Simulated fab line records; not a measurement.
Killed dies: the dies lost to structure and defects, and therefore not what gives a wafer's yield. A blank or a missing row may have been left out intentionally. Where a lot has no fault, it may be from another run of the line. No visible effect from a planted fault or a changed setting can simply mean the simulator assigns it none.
Matching of chambers	flow gf180mcu	rie-diel-01 running GF_V4_ETCH_16: 4 sister chambers
The step etches BARC in N2/H2. 14 wafers are shown with their chamber, then 7 later ones without.

== EACH WAFER AND ITS CHAMBER ==
wafer	chamber	drypump-motor-current-A (A)	throttle-valve-pct (%)	oes-product-au (a.u.)
L766.2	0	5.3	13.216	0.846
L766.4	3	5.6	13.214	0.862
L766.6	2	5.6	13.213	0.859
L767.1	1	5.8	13.225	0.852
L767.2	3	5.7	13.217	0.859
L767.5	3	5.7	13.207	0.856
L770.1	1	5.7	13.219	0.852
L770.2	0	5.3	13.232	0.860
L770.6	0	5.4	13.202	0.855
L773.1	3	5.7	13.219	0.851
L773.2	1	5.7	13.220	0.865
L773.4	2	5.6	13.226	0.839
L775.1	1	5.8	13.202	0.851
L775.3	2	5.6	13.226	0.856

SIGNATURES (means of the wafers above)
reading	chamber 0	chamber 1	chamber 2	chamber 3	scatter within a chamber
drypump-motor-current-A	5.333	5.750	5.600	5.675	0.0492
throttle-valve-pct	13.21667	13.21650	13.22167	13.21425	0.00973
oes-product-au	0.85367	0.85500	0.85133	0.85700	0.0073
Rule: a wafer lies at a distance from a chamber equal to the root of the sum of squares, over the readings, of (its reading less the chamber's mean, divided by the reading's scatter). The wafer belongs to the nearest chamber; if the next one is less than 2 further off, it can't be placed. The scatter: the root of (the sum of the squares of (reading less its chamber's mean) over the shown wafers, divided by (wafers less chambers)).

== WAFERS MISSING THEIR CHAMBER ==
wafer	drypump-motor-current-A (A)	throttle-valve-pct (%)	oes-product-au (a.u.)
L775.5	5.7	13.216	0.857
L782.1	5.3	13.227	0.861
L782.2	5.6	13.223	0.860
L782.6	5.3	13.237	0.849
L784.3	5.7	13.228	0.859
L784.4	5.3	13.219	0.854
L784.5	5.7	13.214	0.854

== WHICH CHAMBER EACH ONE RAN IN ==
wafer	from the rows above	in truth
L775.5	can't be placed: 3 or 1 or 2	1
L782.1	0	0
L782.2	can't be placed: 2 or 3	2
L782.6	0	0
L784.3	can't be placed: 3 or 1 or 2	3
L784.4	0	0
L784.5	can't be placed: 3 or 1 or 2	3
Placed correctly: 3 of 7. These rows do not allow placing 4 (true chamber among the candidates in 4). Number placed wrongly: 0.
